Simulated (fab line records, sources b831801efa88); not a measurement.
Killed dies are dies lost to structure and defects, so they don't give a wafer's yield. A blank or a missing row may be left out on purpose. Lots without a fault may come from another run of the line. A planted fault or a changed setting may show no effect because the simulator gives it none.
One fault seen from 2 desks | flow sfq_line | each desk has only its own numbers; what lay behind them comes last

THE METROLOGY DESK
What the gauges read, lot by lot, whatever tool the lot ran on: means of the sampled wafers that have a number. A lot is out of limits, marked OUT, if its mean lies more than 4 standard deviations from the usual mean; the brackets give that distance.
Columns: A = I1_BOW at SFQ_I1_BOW_MEAS_912, usual 0 um
lot  | first seen here | A
L328 | day 11 09:46    | 1
L330 | day 11 20:44    | 4
L332 | day 12 09:35    | -8
L333 | day 12 20:00    | -6
L334 | day 12 23:01    | -7
L335 | day 13 06:12    | -2
L343 | day 16 14:50    | 3
L344 | day 16 22:28    | 4
L345 | day 17 04:28    | -1
L346 | day 17 16:02    | -1
L347 | day 17 23:16    | 7
L348 | day 18 09:16    | -2
L349 | day 18 19:01    | -8
L350 | day 19 00:16    | 15
This desk's finding: nothing out of limits on any of the 14 lots.

THE TOOL OWNER'S DESK: rie_metal-01
The tool's own readings at SFQ_TRILAYER_M3_BARC_OPEN_METAL_ETCH_100 (etches BARC in O2, target depth 125 nm, time 41.7 s): means of the sampled wafers that have a number, for each lot that ran on this tool. A lot is out of limits, marked OUT, if its mean lies more than 4 standard deviations from the usual mean; the brackets give that distance.
Columns: A = drypump_motor_current_A at SFQ_TRILAYER_M3_BARC_OPEN_METAL_ETCH_100, usual 5.9 A; B = oes_product_au at SFQ_TRILAYER_M3_BARC_OPEN_METAL_ETCH_100, usual 0.685 a.u.; C = run_length_s at SFQ_TRILAYER_M3_BARC_OPEN_METAL_ETCH_100, usual 70.0 s
lot  | first seen here | A   | B               | C
L328 | day 26 05:10    | 6.4 | 0.687           | 69.5
L332 | day 29 08:34    | 6.3 | 0.686           | 69.4
L334 | day 30 07:28    | 6.4 | 0.760 (+16) OUT | 64.4 (-6.4) OUT
L335 | day 31 07:53    | 6.4 | 0.757 (+16) OUT | 67.4
L343 | day 34 19:31    | 6.4 | 0.687           | 69.6
L347 | day 35 15:55    | 6.3 | 0.684           | 69.9
L348 | day 36 00:19    | 6.4 | 0.684           | 72.9
This desk's finding: out of limits on L334, L335; first on L334, day 30 07:28 (oes_product_au at SFQ_TRILAYER_M3_BARC_OPEN_METAL_ETCH_100). In limits: L328, L332, L343, L347, L348.

PUT TOGETHER
The tool owner's desk could have raised an alarm at day 30 07:28, on L334, L335.
The metrology desk saw nothing out of limits.
The metrology desk has L334, L335 on record, within its limits.
Of the lots named, all ran SFQ_TRILAYER_M3_BARC_OPEN_METAL_ETCH_100 on rie_metal-01.

WHAT THE SIMULATOR HAD PUT IN
Process parameter drift: rie_metal-01, from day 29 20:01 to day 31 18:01, at SFQ_TRILAYER_M3_BARC_OPEN_METAL_ETCH_100. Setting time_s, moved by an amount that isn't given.
Lots struck among those shown: L334, L335.
Hours from the fault's start to each desk's first reading out of limits: the tool owner's desk, 11.
